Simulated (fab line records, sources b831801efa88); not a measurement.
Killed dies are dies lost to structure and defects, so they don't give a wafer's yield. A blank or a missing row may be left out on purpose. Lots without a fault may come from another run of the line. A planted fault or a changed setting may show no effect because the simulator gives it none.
Chamber matching | flow gf180mcu | GF_CONTACT_CMP_04 on cmp-02: 4 sister chambers
The step polishes SiO2. 17 wafers are shown with their chamber, then 8 later ones without.

WAFERS WITH THEIR CHAMBER
wafer  | chamber | motor_current_A (A) | time_to_endpoint_s (s) | slurry_filter_dp_kPa (kPa)
L941.1 | 0       | 12.6                | 107                    | 13.55
L941.5 | 2       | 15.2                | 115                    | 13.66
L949.2 | 2       | 14.0                | 110                    | 13.67
L949.4 | 1       | 9.8                 | 106                    | 13.60
L949.5 | 2       | 14.7                | 113                    | 13.36
L948.1 | 1       | 10.2                | 106                    | 13.40
L948.5 | 0       | 13.4                | 119                    | 13.57
L948.6 | 3       | 12.4                | 115                    | 13.55
L954.2 | 2       | 14.0                | 112                    | 13.60
L954.5 | 1       | 9.8                 | 113                    | 13.48
L954.6 | 2       | 14.1                | 123                    | 13.76
L956.1 | 2       | 13.0                | 101                    | 13.44
L956.2 | 1       | 9.6                 | 105                    | 13.50
L956.6 | 3       | 12.2                | 112                    | 13.41
L958.1 | 1       | 9.7                 | 103                    | 13.50
L958.5 | 2       | 13.8                | 110                    | 13.47
L958.6 | 1       | 10.4                | 109                    | 13.71

SIGNATURES (means of the wafers above)
reading              | chamber 0 | chamber 1 | chamber 2 | chamber 3 | scatter within a chamber
motor_current_A      | 13.000    | 9.917     | 14.114    | 12.300    | 0.535
time_to_endpoint_s   | 113.00    | 107.00    | 112.00    | 113.50    | 5.54
slurry_filter_dp_kPa | 13.5600   | 13.5317   | 13.5657   | 13.4800   | 0.122
Rule: a wafer's distance from a chamber is the root of the sum, over the readings, of the square of ((its reading less the chamber's mean) divided by the reading's scatter). The wafer belongs to the nearest chamber; if the next one is less than 2 further off, it can't be placed. The scatter: the root of (the sum of the squares of (reading less its chamber's mean) over the shown wafers, divided by (wafers less chambers)).

WAFERS WITHOUT THEIR CHAMBER
wafer  | motor_current_A (A) | time_to_endpoint_s (s) | slurry_filter_dp_kPa (kPa)
L962.3 | 9.9                 | 106                    | 13.15
L962.5 | 14.9                | 117                    | 13.63
L962.6 | 12.0                | 116                    | 13.35
L963.4 | 13.2                | 112                    | 13.72
L963.5 | 13.7                | 112                    | 13.30
L964.3 | 12.3                | 113                    | 13.45
L964.5 | 11.5                | 121                    | 13.61
L964.6 | 14.6                | 113                    | 13.60

WHICH CHAMBER EACH WENT THROUGH
wafer  | from the rows above          | in truth
L962.3 | 1                            | 1
L962.5 | can't be placed: 2 or 0      | 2
L962.6 | can't be placed: 3 or 0      | 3
L963.4 | can't be placed: 0 or 2 or 3 | 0
L963.5 | can't be placed: 2 or 0 or 3 | 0
L964.3 | can't be placed: 3 or 0      | 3
L964.5 | can't be placed: 3 or 0 or 1 | 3
L964.6 | 2                            | 2
Placed correctly: 2 of 8. Can't be placed from these rows: 6 (the true chamber is among the candidates in 6). Placed wrongly: 0.
